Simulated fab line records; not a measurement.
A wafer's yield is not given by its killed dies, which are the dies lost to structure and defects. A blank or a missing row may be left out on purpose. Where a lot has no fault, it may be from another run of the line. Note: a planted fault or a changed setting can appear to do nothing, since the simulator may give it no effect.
fab line records + flow sky130
record:
- lots: 13
- wafers: 38
- last_day: 49
route steps=708 shown POLY_CUT@312 LI_CONTACT@375 LOCAL_INTERCONNECT@399 VIA1@470
lots that met no fault: taken from a fault-free run of the same line
start_h: the number of hours between the record's first day and the start of the first shown wafer of the lot + wait_h: hours since the lot's step before + " the same as in the row above + L1.1+2: several wafers, shown together as one row + - no value present, or no start provided + * or withheld: withheld + < > ~ a bound
route shown NAME@n: names a module that has steps shown in the file, with the first one's number in the route + usual: the fault-free wafers' mean and standard deviation + same: alike in all rows + chamber/n: place in a boat + sites: the reading at each site + _std_site: how widely they spread, as a standard deviation + _edge_site: the outer-site mean with the inner-site mean subtracted + radius_mm: how far each site lies from the wafer's centre + mask NAME#n: copy n + behind: the most recent tool/chamber to have shaped the wafer + hold: why the lot was held/for how many hours/how that ended + device: whichever transistor did not switch (one of n, p or np) + end of line: tests of these same wafers at the route's end + a step with no rows: only its recipe + killed: at the first sort, the dies lost to defects and structure; wafer yield is something else + map: shows each die of a wafer: x if killed, . if not, _ if none is there
set.NAME: the setting as run; set.NAME@STEP: as run at that earlier step + model.NAME: the simulator's own value behind a step, which no gauge read
route steps across a sampled set of lots; one table per step, one row per wafer
services: the hour from which a tool's chamber was out of use, counted from the record's first day as start_h (under 0 if before that day), plus the number of hours and why
== steps ==
step: SKY_POLY_CUT_EXPOSE_05
recipe:
- mask_id: NPCM
- na: 0.8
- source_shape: annular
- sigma_inner: 0.55
- sigma_outer: 0.85
- target_cd_nm: 270
- dose_mj: 32
| lot.wafer  | tool           | chamber | start_h | wait_h | mask   |
|------------|----------------|---------|---------|--------|--------|
| L251.1+4+5 | krf_scanner-01 | 0       | 540.16  | -      | NPCM#0 |
| L252.2+3+5 | krf_scanner-02 | 0       | 554.77  | -      | NPCM#0 |
| L253.2+3+4 | krf_scanner-01 | 0       | 568.76  | -      | NPCM#0 |
| L254.1+3+5 | krf_scanner-01 | 0       | 579.62  | -      | NPCM#0 |
| L255.2+5+6 | krf_scanner-02 | 0       | 580.56  | -      | NPCM#0 |
| L256.4+5+6 | krf_scanner-02 | 0       | 586.73  | -      | NPCM#0 |
| L257.1+2+3 | krf_scanner-02 | 0       | 594.74  | -      | NPCM#0 |
| L258.1+4+5 | krf_scanner-02 | 0       | 604.47  | -      | NPCM#0 |
| L259.2+3+4 | krf_scanner-01 | 0       | 618.83  | -      | NPCM#0 |
| L264.2+4   | krf_scanner-01 | 0       | 658.50  | -      | NPCM#0 |
| L270.1+5+6 | krf_scanner-02 | 0       | 695.15  | -      | NPCM#0 |
| L272.1+4+5 | krf_scanner-02 | 0       | 711.10  | -      | NPCM#0 |
| L273.2+3+6 | krf_scanner-02 | 0       | 712.24  | -      | NPCM#0 |
step: SKY_POLY_CUT_CD_MEAS_08
recipe:
- target_cd_nm: 270
usual:
- cd_nm: 270.0/1.5
| lot.wafer | tool      | chamber | start_h | wait_h | cd_nm |
|-----------|-----------|---------|---------|--------|-------|
| L251.1    | cd_sem-01 | -       | 554.44  | -      | 269.2 |
| L251.4    | "         | -       | "       | "      | 269.4 |
| L251.5    | "         | -       | "       | "      | 270.2 |
| L252.2    | cd_sem-01 | -       | 569.89  | -      | 269.1 |
| L252.3    | "         | -       | "       | "      | 269.5 |
| L252.5    | "         | -       | "       | "      | 270.0 |
| L253.2    | cd_sem-01 | -       | 583.36  | -      | 269.8 |
| L253.3    | "         | -       | "       | "      | 269.1 |
| L253.4    | "         | -       | "       | "      | 269.6 |
| L254.1    | cd_sem-02 | -       | 593.42  | -      | 270.9 |
| L254.3    | "         | -       | "       | "      | 271.7 |
| L254.5    | "         | -       | "       | "      | 271.2 |
| L255.2    | cd_sem-01 | -       | 594.14  | -      | 269.8 |
| L255.5    | "         | -       | "       | "      | 269.9 |
| L255.6    | "         | -       | "       | "      | 268.6 |
| L256.4    | cd_sem-01 | -       | 601.60  | -      | 267.5 |
| L256.5    | "         | -       | "       | "      | 267.8 |
| L256.6    | "         | -       | "       | "      | 268.5 |
| L257.1    | cd_sem-01 | -       | 610.07  | -      | 269.6 |
| L257.2    | "         | -       | "       | "      | 269.5 |
| L257.3    | "         | -       | "       | "      | 270.1 |
| L258.1    | cd_sem-01 | -       | 618.13  | -      | 270.6 |
| L258.4    | "         | -       | "       | "      | 269.8 |
| L258.5    | "         | -       | "       | "      | 270.0 |
| L259.2    | cd_sem-02 | -       | 633.36  | -      | 271.0 |
| L259.3    | "         | -       | "       | "      | 270.0 |
| L259.4    | "         | -       | "       | "      | 270.7 |
| L264.2    | cd_sem-02 | -       | 672.89  | -      | 268.6 |
| L264.4    | "         | -       | "       | "      | 264.8 |
| L270.1    | cd_sem-02 | -       | 708.64  | -      | 273.0 |
| L270.5    | "         | -       | "       | "      | 271.7 |
| L270.6    | "         | -       | "       | "      | 272.8 |
| L272.1    | cd_sem-01 | -       | 725.29  | -      | 270.4 |
| L272.4    | "         | -       | "       | "      | 272.4 |
| L272.5    | "         | -       | "       | "      | 271.8 |
| L273.2    | cd_sem-01 | -       | 726.69  | -      | 270.7 |
| L273.3    | "         | -       | "       | "      | 270.4 |
| L273.6    | "         | -       | "       | "      | 271.1 |
step: SKY_LI_CONTACT_OVL_MEAS_13
usual:
- LI_CONTACT_OVL: 3/5.1
| lot.wafer | tool       | chamber | start_h | wait_h | LI_CONTACT_OVL[nm] |
|-----------|------------|---------|---------|--------|--------------------|
| L251.1    | overlay-02 | -       | 674.10  | 0.1    | -1                 |
| L251.4    | "          | -       | "       | "      | 1                  |
| L251.5    | "          | -       | "       | "      | -4                 |
| L252.2    | overlay-02 | -       | 687.05  | 0.1    | 2                  |
| L252.3    | "          | -       | "       | "      | 10                 |
| L252.5    | "          | -       | "       | "      | 0                  |
| L253.2    | overlay-02 | -       | 700.56  | 0.1    | -1                 |
| L253.3    | "          | -       | "       | "      | 7                  |
| L253.4    | "          | -       | "       | "      | 0                  |
| L254.1    | overlay-01 | -       | 708.45  | 0.1    | 8                  |
| L254.3    | "          | -       | "       | "      | 9                  |
| L254.5    | "          | -       | "       | "      | 1                  |
| L255.2    | overlay-02 | -       | 710.65  | 0.1    | 5                  |
| L255.5    | "          | -       | "       | "      | 3                  |
| L255.6    | "          | -       | "       | "      | 4                  |
| L256.4    | overlay-01 | -       | 716.76  | 0.1    | 9                  |
| L256.5    | "          | -       | "       | "      | 0                  |
| L256.6    | "          | -       | "       | "      | 8                  |
| L257.1    | overlay-01 | -       | 725.90  | 0.1    | -2                 |
| L257.2    | "          | -       | "       | "      | 0                  |
| L257.3    | "          | -       | "       | "      | -5                 |
| L258.1    | overlay-01 | -       | 732.60  | 0.1    | 2                  |
| L258.4    | "          | -       | "       | "      | -1                 |
| L258.5    | "          | -       | "       | "      | 4                  |
| L259.2    | overlay-01 | -       | 747.25  | 0.1    | -1                 |
| L259.3    | "          | -       | "       | "      | 1                  |
| L259.4    | "          | -       | "       | "      | -4                 |
| L264.2    | overlay-02 | -       | 784.56  | 0.1    | 4                  |
| L264.4    | "          | -       | "       | "      | 3                  |
| L270.1    | overlay-01 | -       | 817.07  | 0.1    | 9                  |
| L270.5    | "          | -       | "       | "      | 4                  |
| L270.6    | "          | -       | "       | "      | 11                 |
| L272.1    | overlay-01 | -       | 832.46  | 0.1    | 6                  |
| L272.4    | "          | -       | "       | "      | 7                  |
| L272.5    | "          | -       | "       | "      | 6                  |
| L273.2    | overlay-02 | -       | 833.45  | 0.1    | 6                  |
| L273.3    | "          | -       | "       | "      | 8                  |
| L273.6    | "          | -       | "       | "      | 8                  |
step: SKY_LOCAL_INTERCONNECT_OVL_MEAS_12
usual:
- LOCAL_INTERCONNECT_OVL: -3/5.8
| lot.wafer | tool       | chamber | start_h | wait_h | LOCAL_INTERCONNECT_OVL[nm] |
|-----------|------------|---------|---------|--------|----------------------------|
| L251.1    | overlay-02 | -       | 703.48  | 0.1    | -2                         |
| L251.4    | "          | -       | "       | "      | -4                         |
| L251.5    | "          | -       | "       | "      | 1                          |
| L252.2    | overlay-02 | -       | 717.11  | 0.1    | -4                         |
| L252.3    | "          | -       | "       | "      | -4                         |
| L252.5    | "          | -       | "       | "      | -8                         |
| L253.2    | overlay-01 | -       | 729.96  | 0.1    | 0                          |
| L253.3    | "          | -       | "       | "      | 0                          |
| L253.4    | "          | -       | "       | "      | -2                         |
| L254.1    | overlay-01 | -       | 737.68  | 0.1    | 4                          |
| L254.3    | "          | -       | "       | "      | 4                          |
| L254.5    | "          | -       | "       | "      | 8                          |
| L255.2    | overlay-01 | -       | 740.30  | 0.1    | 1                          |
| L255.5    | "          | -       | "       | "      | 0                          |
| L255.6    | "          | -       | "       | "      | 3                          |
| L256.4    | overlay-01 | -       | 745.23  | 0.1    | -10                        |
| L256.5    | "          | -       | "       | "      | -14                        |
| L256.6    | "          | -       | "       | "      | -14                        |
| L257.1    | overlay-02 | -       | 754.50  | 0.1    | -5                         |
| L257.2    | "          | -       | "       | "      | 1                          |
| L257.3    | "          | -       | "       | "      | -1                         |
| L258.1    | overlay-02 | -       | 760.21  | 0.1    | -3                         |
| L258.4    | "          | -       | "       | "      | 9                          |
| L258.5    | "          | -       | "       | "      | -1                         |
| L259.2    | overlay-02 | -       | 775.76  | 0.1    | -10                        |
| L259.3    | "          | -       | "       | "      | -6                         |
| L259.4    | "          | -       | "       | "      | -3                         |
| L264.2    | overlay-01 | -       | 811.62  | 0.1    | 6                          |
| L264.4    | "          | -       | "       | "      | -3                         |
| L270.1    | overlay-01 | -       | 843.95  | 0.1    | -1                         |
| L270.5    | "          | -       | "       | "      | -1                         |
| L270.6    | "          | -       | "       | "      | -4                         |
| L272.1    | overlay-02 | -       | 859.20  | 0.1    | -5                         |
| L272.4    | "          | -       | "       | "      | 0                          |
| L272.5    | "          | -       | "       | "      | -9                         |
| L273.2    | overlay-02 | -       | 860.15  | 0.1    | 2                          |
| L273.3    | "          | -       | "       | "      | 0                          |
| L273.6    | "          | -       | "       | "      | -5                         |
step: SKY_VIA1_CD_MEAS_12
recipe:
- target_cd_nm: 150
usual:
- cd_nm: 149.9/1.5
| lot.wafer | tool      | chamber | start_h | wait_h | cd_nm |
|-----------|-----------|---------|---------|--------|-------|
| L251.1    | cd_sem-01 | -       | 787.99  | -      | 151.2 |
| L251.4    | "         | -       | "       | "      | 151.6 |
| L251.5    | "         | -       | "       | "      | 150.4 |
| L252.2    | cd_sem-02 | -       | 801.57  | -      | 148.7 |
| L252.3    | "         | -       | "       | "      | 150.3 |
| L252.5    | "         | -       | "       | "      | 149.6 |
| L253.2    | cd_sem-02 | -       | 813.41  | -      | 149.3 |
| L253.3    | "         | -       | "       | "      | 149.3 |
| L253.4    | "         | -       | "       | "      | 149.3 |
| L254.1    | cd_sem-02 | -       | 821.23  | -      | 150.8 |
| L254.3    | "         | -       | "       | "      | 150.9 |
| L254.5    | "         | -       | "       | "      | 150.4 |
| L255.2    | cd_sem-01 | -       | 824.71  | -      | 149.3 |
| L255.5    | "         | -       | "       | "      | 149.7 |
| L255.6    | "         | -       | "       | "      | 148.3 |
| L256.4    | cd_sem-02 | -       | 827.10  | -      | 148.5 |
| L256.5    | "         | -       | "       | "      | 149.1 |
| L256.6    | "         | -       | "       | "      | 149.7 |
| L257.1    | cd_sem-02 | -       | 836.98  | -      | 146.4 |
| L257.2    | "         | -       | "       | "      | 146.8 |
| L257.3    | "         | -       | "       | "      | 146.5 |
| L258.1    | cd_sem-01 | -       | 841.52  | -      | 150.0 |
| L258.4    | "         | -       | "       | "      | 150.9 |
| L258.5    | "         | -       | "       | "      | 153.8 |
| L259.2    | cd_sem-02 | -       | 856.18  | -      | 152.1 |
| L259.3    | "         | -       | "       | "      | 152.1 |
| L259.4    | "         | -       | "       | "      | 150.9 |
| L264.2    | cd_sem-02 | -       | 893.76  | -      | 148.9 |
| L264.4    | "         | -       | "       | "      | 148.4 |
| L270.1    | cd_sem-01 | -       | 924.67  | -      | 150.7 |
| L270.5    | "         | -       | "       | "      | 150.3 |
| L270.6    | "         | -       | "       | "      | 149.5 |
| L272.1    | cd_sem-01 | -       | 939.09  | -      | 150.8 |
| L272.4    | "         | -       | "       | "      | 150.2 |
| L272.5    | "         | -       | "       | "      | 150.7 |
| L273.2    | cd_sem-01 | -       | 941.20  | -      | 150.2 |
| L273.3    | "         | -       | "       | "      | 150.7 |
| L273.6    | "         | -       | "       | "      | 150.1 |
== services ==
| tool           | chamber | start_h | hours | kind   |
|----------------|---------|---------|-------|--------|
| krf_scanner-02 | -       | 537.15  | 7.5   | repair |
| krf_scanner-01 | -       | 591.56  | 1.3   | repair |
| krf_scanner-01 | -       | 599.99  | 1.0   | pm     |
| krf_scanner-01 | -       | 614.39  | 0.8   | pm     |
| krf_scanner-02 | -       | 617.97  | 4.0   | pm     |
| krf_scanner-02 | -       | 629.95  | 2.4   | repair |
| krf_scanner-02 | -       | 639.95  | 1.3   | pm     |
| krf_scanner-01 | -       | 647.93  | 1.3   | pm     |
| krf_scanner-02 | -       | 657.86  | 0.8   | pm     |
| krf_scanner-02 | -       | 679.79  | 1.0   | pm     |
== key ==
first_sign:
- step: SKY_POLY_CUT_CD_MEAS_08
- reading: cd_nm
- direction: down
- sigmas: 3.5
- usual: 270.0
- struck: 264.8
effect none on later readings
met_at SKY_POLY_CUT_EXPOSE_05
struck_lots L264
struck_wafers L264.4
tester_left_out L264
not_acting_at SKY_LI_CONTACT_OVL_MEAS_13,SKY_LOCAL_INTERCONNECT_OVL_MEAS_12,SKY_VIA1_CD_MEAS_12
onset_between 618.83 658.50
fault:
- kind: process_parameter_drift
- tool: krf_scanner-01
- chamber: -
- onset_h: 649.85
- steps: SKY_POLY_CUT_EXPOSE_05
- channel: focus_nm
- offset: 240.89
- shape: step
- end_h: 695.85
- scope: struck_wafers_only
tester_left_out: of these lots the tester's yield and bins aren't shown, on N5 and GAA mostly nor the transistor test; their killed dies are dies lost to structure and defects alone, not to doping, threshold or leakage, so they don't give the yield
